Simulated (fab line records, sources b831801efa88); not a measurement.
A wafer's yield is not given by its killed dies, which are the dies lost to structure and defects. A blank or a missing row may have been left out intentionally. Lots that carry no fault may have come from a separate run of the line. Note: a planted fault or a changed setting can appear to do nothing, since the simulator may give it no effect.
Which tool did it?	flow sky130	Sampling: 11 lots, 33 wafers, 2 of 708 route steps

== WHAT THE GAUGES SHOWED, per wafer ==
SKY_METAL2_CD_MEAS_15: the cd target is 140 nm.
lot	measured	on	cdNm (nm)
L121	day 35 16:04	cdSem-02	138.4 139.6 138.2
L122	day 35 23:13	cdSem-01	140.8 140.9 141.3
L127	day 37 13:55	cdSem-01	143.4 144.2 143.3
L129	day 38 11:50	cdSem-02	139.8 140.8 139.2
L130	day 38 15:07	cdSem-02	139.0 139.6 137.3
L133	day 39 09:08	cdSem-01	139.5 138.6 138.4
L136	day 40 09:19	cdSem-01	141.5 141.0 140.9
L138	day 40 18:34	cdSem-01	139.6 138.3 137.4
L139	day 40 23:26	cdSem-02	141.2 141.4 140.6
L140	day 41 05:26	cdSem-02	140.8 139.9 140.0
L142	day 43 05:17	cdSem-02	140.3 139.8 140.1

SKY_METAL2_OVL_MEAS_16.
lot	measured	on	METAL2_OVL (nm)
L121	day 35 16:08	overlay-01	-5 -3 -3
L122	day 35 23:20	overlay-01	-8 -11 -5
L127	day 37 14:02	overlay-02	5 -2 2
L129	day 38 11:56	overlay-02	-1 1 -6
L130	day 38 15:14	overlay-01	-1 1 1
L133	day 39 09:15	overlay-01	1 6 2
L136	day 40 09:26	overlay-01	-2 0 -4
L138	day 40 18:41	overlay-02	-1 0 9
L139	day 40 23:33	overlay-02	-3 0 1
L140	day 41 05:33	overlay-01	1 -3 -2
L142	day 43 05:23	overlay-02	-1 -3 -3

== EACH LOT AND THE TOOL THAT RAN IT (in order: tool; ch and the chambers of the sampled wafers; start) ==
Record: no process step prior to these readings.

== WHAT THE TOOLS THEMSELVES READ (means of the sampled wafers that have a number; where no wafer has one, the mark that the record gives instead) ==
The record holds no such reading with a usual standard deviation.

== THE ANSWER, worked out from the rows above alone ==
Rule: what is usual is taken from the lots themselves. Put in order of their means at a reading, lots are off if they are a third of the lots or fewer, leave a main group of 4 or more, and stand apart from it by a gap of 3 or more times the standard deviation of the main group's means; of several such gaps the widest counts. Not used: any main group whose means are identical at the precision the tables above print for the reading. Also off: a lot with no number at a reading for which 4 or more lots have one. Where the step has rows for the other lots, those lots are counted as sound. Order of review: gauges by route order, followed by the tools' own readings, for which a lot's mean as printed above is used. At the first step where some lot is off, the reading lying furthest off is the one used; lots without a number count as furthest.
None of the lots is off at any reading shown; this tells nothing.

== WHAT THE SIMULATOR HAD INSERTED ==
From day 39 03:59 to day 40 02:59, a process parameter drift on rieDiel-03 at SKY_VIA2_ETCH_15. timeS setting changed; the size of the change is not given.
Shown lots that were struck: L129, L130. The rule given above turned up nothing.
